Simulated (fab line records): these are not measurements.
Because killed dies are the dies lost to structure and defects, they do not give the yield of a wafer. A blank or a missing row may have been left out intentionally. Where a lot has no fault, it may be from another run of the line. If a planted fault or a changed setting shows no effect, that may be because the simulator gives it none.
A sampling plan put to the test / flow gf180mcu / one line in one fab, 14 faults in these records, each fault weighed on the records of the lots it struck
The line's own looks make up the plan; these are the steps of the route where a gauge or inspection reads the wafer and leaves it unchanged. A look is open to judgement when struck wafers have a number at it and the file gives its usual mean and standard deviation on fault-free wafers. Caught: 4 or more of those standard deviations (sigma) separate the usual mean from the mean of the struck wafers at a look after the fault's first step. On the tool: the test repeated on the tool's own readings taken at the fault's steps. If the struck wafers alone have a blank record, or they carry another recipe, that too counts as caught.

== THE FAULTS, as the simulator had put them in ==
1. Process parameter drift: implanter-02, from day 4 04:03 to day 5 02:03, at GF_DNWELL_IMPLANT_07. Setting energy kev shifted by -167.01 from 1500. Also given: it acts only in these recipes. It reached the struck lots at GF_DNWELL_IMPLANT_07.
2. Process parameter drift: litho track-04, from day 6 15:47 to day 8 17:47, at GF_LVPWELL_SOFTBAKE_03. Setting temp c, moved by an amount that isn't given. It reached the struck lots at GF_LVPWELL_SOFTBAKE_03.
3. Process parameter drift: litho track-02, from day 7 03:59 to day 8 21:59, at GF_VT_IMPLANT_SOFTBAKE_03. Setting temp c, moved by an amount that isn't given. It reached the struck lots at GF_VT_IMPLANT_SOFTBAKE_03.
4. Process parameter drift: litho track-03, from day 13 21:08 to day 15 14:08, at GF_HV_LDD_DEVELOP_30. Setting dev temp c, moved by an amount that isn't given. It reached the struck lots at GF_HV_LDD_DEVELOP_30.
5. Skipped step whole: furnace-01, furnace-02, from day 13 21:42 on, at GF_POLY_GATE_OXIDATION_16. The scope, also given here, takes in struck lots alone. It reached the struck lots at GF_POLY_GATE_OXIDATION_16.
6. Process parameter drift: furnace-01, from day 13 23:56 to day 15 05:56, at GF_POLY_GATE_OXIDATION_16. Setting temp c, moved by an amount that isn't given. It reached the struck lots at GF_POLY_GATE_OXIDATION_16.
7. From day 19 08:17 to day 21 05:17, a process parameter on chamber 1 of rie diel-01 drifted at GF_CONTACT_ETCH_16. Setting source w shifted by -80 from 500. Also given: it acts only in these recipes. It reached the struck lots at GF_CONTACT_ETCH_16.
8. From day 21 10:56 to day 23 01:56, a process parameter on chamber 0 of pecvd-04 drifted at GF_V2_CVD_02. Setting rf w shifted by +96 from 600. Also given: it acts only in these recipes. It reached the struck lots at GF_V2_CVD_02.
9. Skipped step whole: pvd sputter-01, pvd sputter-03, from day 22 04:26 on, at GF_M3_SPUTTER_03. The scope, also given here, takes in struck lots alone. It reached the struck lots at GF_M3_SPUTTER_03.
10. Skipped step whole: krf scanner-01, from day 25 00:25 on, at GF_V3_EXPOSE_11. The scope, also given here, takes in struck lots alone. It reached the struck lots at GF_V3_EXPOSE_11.
11. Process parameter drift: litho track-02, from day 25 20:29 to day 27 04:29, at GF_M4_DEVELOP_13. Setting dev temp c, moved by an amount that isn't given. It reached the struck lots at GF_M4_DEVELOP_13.
12. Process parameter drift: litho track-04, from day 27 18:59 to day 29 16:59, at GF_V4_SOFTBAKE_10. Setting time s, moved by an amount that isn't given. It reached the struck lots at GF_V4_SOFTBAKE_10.
13. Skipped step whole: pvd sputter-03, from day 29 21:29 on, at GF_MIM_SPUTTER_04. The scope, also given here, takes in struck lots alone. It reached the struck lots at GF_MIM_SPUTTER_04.
14. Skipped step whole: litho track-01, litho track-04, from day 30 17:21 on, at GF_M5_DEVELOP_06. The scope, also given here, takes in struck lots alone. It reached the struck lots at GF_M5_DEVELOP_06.

== WHAT THE PLAN SAW ==
fault=1; on the tool itself=beam energy keV -99 or beyond sigma; first look that catches it=not the one look that can be judged after it; reading, sigma=-; median hours from its first step to that look=-; hours from the fault's start to the first struck lot there=-; judged looks passed uncaught=1
fault=2; on the tool itself=plate temp C +67 sigma; first look that catches it=no look after it can be judged; reading, sigma=-; median hours from its first step to that look=-; hours from the fault's start to the first struck lot there=-; judged looks passed uncaught=0
fault=3; on the tool itself=heater power total W +58 sigma; first look that catches it=not the one look that can be judged after it; reading, sigma=-; median hours from its first step to that look=-; hours from the fault's start to the first struck lot there=-; judged looks passed uncaught=1
fault=4; on the tool itself=developer temp C +9.2 sigma; first look that catches it=no look after it can be judged; reading, sigma=-; median hours from its first step to that look=-; hours from the fault's start to the first struck lot there=-; judged looks passed uncaught=0
fault=5; on the tool itself=the tool's record is blank for the struck wafers; first look that catches it=no look after it can be judged; reading, sigma=-; median hours from its first step to that look=-; hours from the fault's start to the first struck lot there=-; judged looks passed uncaught=0
fault=6; on the tool itself=tube center temp C -39 sigma; first look that catches it=no look after it can be judged; reading, sigma=-; median hours from its first step to that look=-; hours from the fault's start to the first struck lot there=-; judged looks passed uncaught=0
fault=7; on the tool itself=rf fwd power W -41 sigma; first look that catches it=not the one look that can be judged after it; reading, sigma=-; median hours from its first step to that look=-; hours from the fault's start to the first struck lot there=-; judged looks passed uncaught=1
fault=8; on the tool itself=rf fwd power W +48 sigma; first look that catches it=no look after it can be judged; reading, sigma=-; median hours from its first step to that look=-; hours from the fault's start to the first struck lot there=-; judged looks passed uncaught=0
fault=9; on the tool itself=the tool's record is blank for the struck wafers; first look that catches it=not the one look that can be judged after it; reading, sigma=-; median hours from its first step to that look=-; hours from the fault's start to the first struck lot there=-; judged looks passed uncaught=1
fault=10; on the tool itself=no reading that can be judged; first look that catches it=no look after it can be judged; reading, sigma=-; median hours from its first step to that look=-; hours from the fault's start to the first struck lot there=-; judged looks passed uncaught=0
fault=11; on the tool itself=developer temp C +8.0 sigma; first look that catches it=not the one look that can be judged after it; reading, sigma=-; median hours from its first step to that look=-; hours from the fault's start to the first struck lot there=-; judged looks passed uncaught=1
fault=12; on the tool itself=heater power total W +39 sigma; first look that catches it=no look after it can be judged; reading, sigma=-; median hours from its first step to that look=-; hours from the fault's start to the first struck lot there=-; judged looks passed uncaught=0
fault=13; on the tool itself=the tool's record is blank for the struck wafers; first look that catches it=no look after it can be judged; reading, sigma=-; median hours from its first step to that look=-; hours from the fault's start to the first struck lot there=-; judged looks passed uncaught=0
fault=14; on the tool itself=the tool's record is blank for the struck wafers; first look that catches it=no look after it can be judged; reading, sigma=-; median hours from its first step to that look=-; hours from the fault's start to the first struck lot there=-; judged looks passed uncaught=0
Dash: fault not caught, or number not given in these records.

Caught at a look: 0 of 14. Caught on the tool: 13 of 14. By one or the other: 13 of 14.
Faults caught by the tool alone: 1, 2, 3, 4, 5, 6, 7, 8, 9, 11, 12, 13, 14.
Caught by neither: fault 10.
